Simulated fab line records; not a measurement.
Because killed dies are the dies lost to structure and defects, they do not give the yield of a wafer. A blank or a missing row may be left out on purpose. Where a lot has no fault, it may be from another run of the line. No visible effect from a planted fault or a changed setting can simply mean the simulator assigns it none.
Matching of chambers    flow sky130    cmp-02 running SKY_VIA4_CMP_02: 4 sister chambers
The step polishes SiO2. 16 wafers are shown with their chamber, then 8 later ones without.

WAFERS PAIRED WITH THEIR CHAMBERS
wafer   chamber  motor_current_A (A)  slurry_filter_dp_kPa (kPa)  head_pressure_psi (psi)
L798.1  2        11.5                 13.50                       4.016
L798.4  1        12.6                 13.64                       4.018
L798.5  2        11.6                 13.35                       3.998
L801.1  1        12.3                 13.61                       3.998
L801.4  3        13.1                 13.30                       4.004
L801.6  1        12.6                 13.54                       4.001
L804.1  2        12.5                 13.34                       4.000
L804.2  3        12.4                 13.45                       4.021
L804.3  1        12.6                 13.43                       3.985
L805.1  1        13.3                 13.61                       3.997
L805.2  3        12.1                 13.52                       4.013
L805.6  3        12.8                 13.63                       3.993
L809.2  3        12.3                 13.39                       4.011
L809.4  2        11.7                 13.43                       4.009
L809.5  3        12.2                 13.33                       3.992
L810.2  0        10.3                 13.35                       3.997

SIGNATURES (averages over the wafers above)
reading               chamber 0  chamber 1  chamber 2  chamber 3  scatter within a chamber
motor_current_A       10.300     12.680     11.825     12.483     0.4
slurry_filter_dp_kPa  13.3500    13.5660    13.4050    13.4367    0.101
head_pressure_psi     3.99700    3.99980    4.00575    4.00567    0.011
Rule: a wafer's distance from a chamber is the root of the sum, over the readings, of the square of ((its reading less the chamber's mean) divided by the reading's scatter). The wafer belongs to the nearest chamber; if the next one is less than 2 further off, it can't be placed. The scatter is the square root of a quotient: the sum, over the shown wafers, of each reading's squared deviation from its chamber's mean, divided by wafers minus chambers.

WAFERS MISSING THEIR CHAMBER
wafer   motor_current_A (A)  slurry_filter_dp_kPa (kPa)  head_pressure_psi (psi)
L810.3  12.1                 13.38                       4.017
L810.6  12.3                 13.36                       3.996
L816.1  10.7                 13.50                       4.016
L816.2  11.9                 13.13                       4.014
L817.2  12.5                 13.54                       4.000
L817.4  11.2                 13.73                       4.008
L818.1  11.4                 13.50                       3.985
L818.2  13.1                 13.59                       4.011

THE CHAMBER EACH PASSED THROUGH
wafer   from the rows above                in truth
L810.3  can't be placed: 2 or 3 or 1       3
L810.6  can't be placed: 3 or 2 or 1       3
L816.1  can't be placed: 0 or 2            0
L816.2  can't be placed: 2 or 3 or 0       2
L817.2  can't be placed: 1 or 3 or 2       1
L817.4  can't be placed: 2 or 1 or 3 or 0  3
L818.1  can't be placed: 2 or 0 or 3 or 1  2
L818.2  can't be placed: 1 or 3            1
0 of 8 placed correctly. Cannot be placed on the basis of these rows: 8; the candidates contain the true chamber in 8. Placed wrongly: 0.
